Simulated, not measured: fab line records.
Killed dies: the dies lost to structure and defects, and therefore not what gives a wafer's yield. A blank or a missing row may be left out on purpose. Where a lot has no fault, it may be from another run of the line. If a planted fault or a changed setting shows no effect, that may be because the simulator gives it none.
One fault through the eyes of 2 desks    flow gf180mcu    each desk holds nothing but its own numbers, with what lay behind them at the end

## THE TOOL OWNER'S DESK: pvdSputter-01
The tool's own readings at GF_M3_SPUTTER_02 (material AlCu, target thk 450 nm, time 23.9 s): means of the sampled wafers that have a number, for each lot that ran on this tool. A lot is out of limits, marked OUT, if its mean lies more than 4 standard deviations from the usual mean; the brackets give that distance.
Columns: A = throttleValvePct at GF_M3_SPUTTER_02, usual 29.9 %
lot   first seen here  A
L930  day 21 16:31     30.6
L932  day 22 02:30     30.1
Result from this desk: across the 2 lots, nothing is out of limits.

## AT THE METROLOGY DESK
What the gauges read, lot by lot, whatever tool the lot ran on: means of the sampled wafers that have a number. A lot is out of limits, marked OUT, if its mean lies more than 4 standard deviations from the usual mean; the brackets give that distance. It has 9 readings; the 7 that lie furthest out on some lot are the ones shown.
Columns: A = V2_W_RS at GF_V2_RS_MEAS_24, usual 0.323 ohm/sq; B = V2_W_THK at GF_V2_THK_MEAS_25, usual 370 nm; C = M3_ALCU_THK at GF_M3_THK_MEAS_06, usual 453 nm; D = cdNm at GF_M3_CD_MEAS_14, usual 279.3 nm; E = M3_OVL at GF_M3_OVL_MEAS_15, usual -4 nm; F = V3_CVD_00_THK at GF_V3_THK_MEAS_01, usual 603 nm; G = V3_BOW at GF_V3_BOW_MEAS_05, usual 117 um
lot   first seen here  A      B    C    D      E    F    G
L930  day 21 15:58     0.318  375  456  279.1  -4   596  119
L931  day 21 20:55     0.328  364  456  279.1  2    601  116
L932  day 22 01:53     0.325  369  447  279.6  -12  601  107
L935  day 23 05:43     0.329  360  448  281.0  -9   608  121
L936  day 23 14:23     0.323  368  456  278.7  -10  607  114
Result from this desk: across the 5 lots, nothing is out of limits.

## ALL TOGETHER
The desk of the tool owner found nothing out of limits.
Metrology desk: nothing out of limits seen.

## WHAT THE SIMULATOR HAD INSERTED
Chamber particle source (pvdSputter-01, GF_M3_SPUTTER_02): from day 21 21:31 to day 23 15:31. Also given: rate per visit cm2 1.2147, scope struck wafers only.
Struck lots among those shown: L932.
